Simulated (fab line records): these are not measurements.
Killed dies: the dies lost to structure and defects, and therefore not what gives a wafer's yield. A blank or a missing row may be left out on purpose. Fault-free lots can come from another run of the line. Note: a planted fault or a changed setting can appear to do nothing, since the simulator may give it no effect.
Which of the tools did it? || flow gf180mcu || 15 lots with 45 wafers sampled at 3 steps, on a route of 602 steps

WHAT EACH GAUGE READ, for each wafer
GF_M1_CD_MEAS_14: target cd 230 nm.
{"lot": "L544", "measured": "day 16 23:54", "on": "cd sem-01", "cd nm (nm)": "232.1 230.8 232.2"}
{"lot": "L550", "measured": "day 19 07:55", "on": "cd sem-01", "cd nm (nm)": "231.6 231.1 231.8"}
{"lot": "L552", "measured": "day 19 23:03", "on": "cd sem-01", "cd nm (nm)": "232.4 231.5 232.6"}
{"lot": "L556", "measured": "day 21 06:57", "on": "cd sem-02", "cd nm (nm)": "230.6 231.5 230.0"}
{"lot": "L557", "measured": "day 22 04:04", "on": "cd sem-02", "cd nm (nm)": "229.2 230.7 230.4"}
{"lot": "L558", "measured": "day 22 07:10", "on": "cd sem-02", "cd nm (nm)": "233.3 232.7 232.3"}
{"lot": "L559", "measured": "day 22 13:51", "on": "cd sem-01", "cd nm (nm)": "231.9 232.7 230.9"}
{"lot": "L562", "measured": "day 23 14:54", "on": "cd sem-02", "cd nm (nm)": "231.5 232.2 230.9"}
{"lot": "L564", "measured": "day 24 11:10", "on": "cd sem-01", "cd nm (nm)": "227.8 229.7 229.2"}
{"lot": "L565", "measured": "day 24 16:36", "on": "cd sem-02", "cd nm (nm)": "228.9 229.0 229.6"}
{"lot": "L566", "measured": "day 24 21:07", "on": "cd sem-02", "cd nm (nm)": "228.7 228.9 229.4"}
{"lot": "L567", "measured": "day 25 02:01", "on": "cd sem-01", "cd nm (nm)": "230.8 231.5 231.5"}

EACH LOT AND THE TOOL THAT RAN IT (in order: tool; ch and the chambers of the sampled wafers; start)
{"lot": "L544", "GF_STI_EXPOSE_09": "krf scanner-01 ch 0, day 1 19:38", "GF_M1_SPUTTER_00": "pvd sputter-03, day 16 01:33"}
{"lot": "L546", "GF_STI_EXPOSE_09": "krf scanner-02, day 2 05:41", "GF_M1_SPUTTER_00": "-"}
{"lot": "L547", "GF_STI_EXPOSE_09": "krf scanner-02, day 2 12:31", "GF_M1_SPUTTER_00": "-"}
{"lot": "L548", "GF_STI_EXPOSE_09": "krf scanner-02, day 2 15:25", "GF_M1_SPUTTER_00": "-"}
{"lot": "L550", "GF_STI_EXPOSE_09": "krf scanner-01 ch 0, day 3 01:59", "GF_M1_SPUTTER_00": "pvd sputter-01, day 18 07:27"}
{"lot": "L552", "GF_STI_EXPOSE_09": "krf scanner-02 ch 0, day 3 12:16", "GF_M1_SPUTTER_00": "pvd sputter-02, day 18 21:53"}
{"lot": "L556", "GF_STI_EXPOSE_09": "krf scanner-02 ch 0, day 4 07:57", "GF_M1_SPUTTER_00": "pvd sputter-03, day 20 07:11"}
{"lot": "L557", "GF_STI_EXPOSE_09": "krf scanner-01 ch 0, day 4 15:45", "GF_M1_SPUTTER_00": "pvd sputter-03, day 21 04:12"}
{"lot": "L558", "GF_STI_EXPOSE_09": "krf scanner-02 ch 0, day 4 19:21", "GF_M1_SPUTTER_00": "pvd sputter-03, day 21 07:33"}
{"lot": "L559", "GF_STI_EXPOSE_09": "krf scanner-01 ch 0, day 4 23:26", "GF_M1_SPUTTER_00": "pvd sputter-02, day 21 14:07"}
{"lot": "L562", "GF_STI_EXPOSE_09": "krf scanner-02 ch 0, day 5 15:37", "GF_M1_SPUTTER_00": "pvd sputter-01, day 22 15:36"}
{"lot": "L564", "GF_STI_EXPOSE_09": "krf scanner-01 ch 0, day 6 03:47", "GF_M1_SPUTTER_00": "pvd sputter-01, day 23 12:27"}
{"lot": "L565", "GF_STI_EXPOSE_09": "krf scanner-01 ch 0, day 6 06:48", "GF_M1_SPUTTER_00": "pvd sputter-02, day 23 17:27"}
{"lot": "L566", "GF_STI_EXPOSE_09": "krf scanner-02 ch 0, day 6 10:56", "GF_M1_SPUTTER_00": "pvd sputter-01, day 23 21:48"}
{"lot": "L567", "GF_STI_EXPOSE_09": "krf scanner-02 ch 0, day 6 16:40", "GF_M1_SPUTTER_00": "pvd sputter-01, day 24 03:51"}
- GF_STI_EXPOSE_09: exposes mask COMP, target cd 220 nm.
- GF_M1_SPUTTER_00: material Ti, target thk 37.5 nm, time 150 s.

WHAT THE TOOLS THEMSELVES READ (means of the sampled wafers that have a number; where no wafer has one, the mark that the record gives instead)
GF_STI_EXPOSE_09.
{"lot": "L544", "tool": "krf scanner-01", "exposure dose mJ cm2": 27.95, "focus offset nm (nm)": 0.2}
{"lot": "L546", "tool": "krf scanner-02", "exposure dose mJ cm2": "-", "focus offset nm (nm)": "-"}
{"lot": "L547", "tool": "krf scanner-02", "exposure dose mJ cm2": "-", "focus offset nm (nm)": "-"}
{"lot": "L548", "tool": "krf scanner-02", "exposure dose mJ cm2": "-", "focus offset nm (nm)": "-"}
{"lot": "L550", "tool": "krf scanner-01", "exposure dose mJ cm2": 28.04, "focus offset nm (nm)": -0.3}
{"lot": "L552", "tool": "krf scanner-02", "exposure dose mJ cm2": 28.56, "focus offset nm (nm)": -0.4}
{"lot": "L556", "tool": "krf scanner-02", "exposure dose mJ cm2": 28.57, "focus offset nm (nm)": -0.0}
{"lot": "L557", "tool": "krf scanner-01", "exposure dose mJ cm2": 27.95, "focus offset nm (nm)": 0.5}
{"lot": "L558", "tool": "krf scanner-02", "exposure dose mJ cm2": 28.54, "focus offset nm (nm)": -0.7}
{"lot": "L559", "tool": "krf scanner-01", "exposure dose mJ cm2": 27.97, "focus offset nm (nm)": 0.4}
{"lot": "L562", "tool": "krf scanner-02", "exposure dose mJ cm2": 28.57, "focus offset nm (nm)": -0.4}
{"lot": "L564", "tool": "krf scanner-01", "exposure dose mJ cm2": 27.99, "focus offset nm (nm)": -0.1}
{"lot": "L565", "tool": "krf scanner-01", "exposure dose mJ cm2": 27.99, "focus offset nm (nm)": 0.0}
{"lot": "L566", "tool": "krf scanner-02", "exposure dose mJ cm2": 28.56, "focus offset nm (nm)": 0.6}
{"lot": "L567", "tool": "krf scanner-02", "exposure dose mJ cm2": 28.59, "focus offset nm (nm)": -0.3}

GF_M1_SPUTTER_00.
{"lot": "L544", "tool": "pvd sputter-03", "throttle valve pct (%)": 30.7}
{"lot": "L550", "tool": "pvd sputter-01", "throttle valve pct (%)": 30.7}
{"lot": "L552", "tool": "pvd sputter-02", "throttle valve pct (%)": 29.2}
{"lot": "L556", "tool": "pvd sputter-03", "throttle valve pct (%)": 30.5}
{"lot": "L557", "tool": "pvd sputter-03", "throttle valve pct (%)": 29.1}
{"lot": "L558", "tool": "pvd sputter-03", "throttle valve pct (%)": 30.2}
{"lot": "L559", "tool": "pvd sputter-02", "throttle valve pct (%)": 29.9}
{"lot": "L562", "tool": "pvd sputter-01", "throttle valve pct (%)": 30.6}
{"lot": "L564", "tool": "pvd sputter-01", "throttle valve pct (%)": 30.1}
{"lot": "L565", "tool": "pvd sputter-02", "throttle valve pct (%)": 29.5}
{"lot": "L566", "tool": "pvd sputter-01", "throttle valve pct (%)": 30.5}
{"lot": "L567", "tool": "pvd sputter-01", "throttle valve pct (%)": 30.0}

THE ANSWER, worked out from the rows above alone
Rule: usual is defined by the lots themselves. Put in order of their means at a reading, lots are off if they are a third of the lots or fewer, leave a main group of 4 or more, and stand apart from it by a gap of 3 or more times the standard deviation of the main group's means; of several such gaps the widest counts. Not used: any main group whose means are identical at the precision the tables above print for the reading. Also off: a lot with no number at a reading for which 4 or more lots have one. All remaining lots with rows at the step are treated as sound. First the gauges in route order, then the tools' own readings, where a lot's mean is used as printed above. At the first step where some lot is off, the reading lying furthest off is the one used; lots without a number count as furthest.
Off: L546, L547, L548 (GF_STI_EXPOSE_09, exposure dose mJ cm2). Without a number there: L546, L547, L548. Mean 28.27 and standard deviation 0.29 in the main group.
If a tool, at that step or one of the process steps before it, ran each lot that is off and ran no sound lot following the first of them, it fits. No candidate that was tried fits.

WHAT THE SIMULATOR PUT IN
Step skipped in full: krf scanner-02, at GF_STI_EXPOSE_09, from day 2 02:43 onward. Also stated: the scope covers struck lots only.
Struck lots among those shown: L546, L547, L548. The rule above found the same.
